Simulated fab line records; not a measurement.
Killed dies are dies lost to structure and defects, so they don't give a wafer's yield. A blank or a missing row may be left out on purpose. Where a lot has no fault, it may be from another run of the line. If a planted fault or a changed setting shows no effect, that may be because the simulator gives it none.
Problem report, 8D (eight disciplines) form, completed by code | flow sky130 | the parts of the form that need people (team, actions taken, sign-off) are left out

== 1. WHAT IS WRONG ==
SKY_GATE_OXIDE_IMPLANT_11, beam_on_s: mean 10.93 s on 2 wafers (1 lot); fault-free wafers 9.99 s, standard deviation 0.22. Relative to the usual mean, that is a shift of +4.3 standard deviations.
First seen on wafer L720.2, day 16 00:35, on implanter-01. Wafers with a number at this step in the record: 38, from 13 lots. Rule for "out", or "out of limits": more than 4 standard deviations from the usual mean. The rest of the wafers with a number are treated as sound.

== 2. WHAT IT IS; WHAT IT IS NOT ==
question                    | is                     | is not
which readings at this step | beam_on_s              | -
which lots                  | L720                   | L714, L715, L718, L721, L726, L731, L732, L733, L734, L735, L736, L737
which wafers of those lots  | all that have a number | -
read on which tools         | implanter-01           | implanter-02, implanter-03
when                        | from day 16 00:35      | up to then (9 sound wafers); but 27 sound wafers of L721, L726, L731, L732, L733, L734, L735, L736, L737 came after

== 3. WHAT RULES OUT EACH SUSPECT ==
Counting: a tool at a process step up to the reading stays a suspect if it ran every lot that is out and no sound lot after the first of them.
- plasma_asher-02 at SKY_VT_ADJUST_HVTR_STRIP_10 (strips in O2/N2): ruled out as a lasting fault. Sound lots L726, L737 ran on it after its first lot that is out, L720 (day 11 08:14).
- implanter-01 at SKY_GATE_OXIDE_IMPLANT_11: ruled out as a lasting fault. Sound lots L732, L733, L736, L737 ran on it after its first lot that is out, L720 (day 16 00:35).
Left after counting: nothing in the record.

== 4. THE CAUSE (what the simulator had put in) ==
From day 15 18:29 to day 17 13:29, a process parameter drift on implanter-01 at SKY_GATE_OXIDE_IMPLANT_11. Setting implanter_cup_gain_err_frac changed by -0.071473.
Counting ruled it out, wrongly.

== 5. SEQUENCE OF EFFECTS, ordered by route ==
One row per reading whose mean, taken over the struck wafers that have a number, lies over 3 standard deviations from the usual. Readings are gone through only where the record gives a usual standard deviation; hours: the median, over the lots, of the time from a lot's start at the first step in this table giving one to that lot's start at this step; sigmas: the change measured in usual standard deviations.
hours | step                      | reading            | usual  | on struck wafers | change | sigmas
0     | SKY_GATE_OXIDE_IMPLANT_11 | beam_on_s          | 9.99 s | 10.93            | +0.94  | +4.3
0     | SKY_GATE_OXIDE_IMPLANT_11 | faraday_current_uA | 14.7   | 13.4             | -1.2   | -4.0
Process steps it contains:
- SKY_GATE_OXIDE_IMPLANT_11
Later steps that measure or inspect, where all struck wafers having a row at the step show a number for every such reading and not one has moved that far: SKY_LDD_P_CD_MEAS_07.

== 6. HOW IT WOULD HAVE BEEN CAUGHT EARLIER ==
6 hours passed between the start of the fault at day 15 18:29 and the first reading out of limits in this record, taken at day 16 00:35.
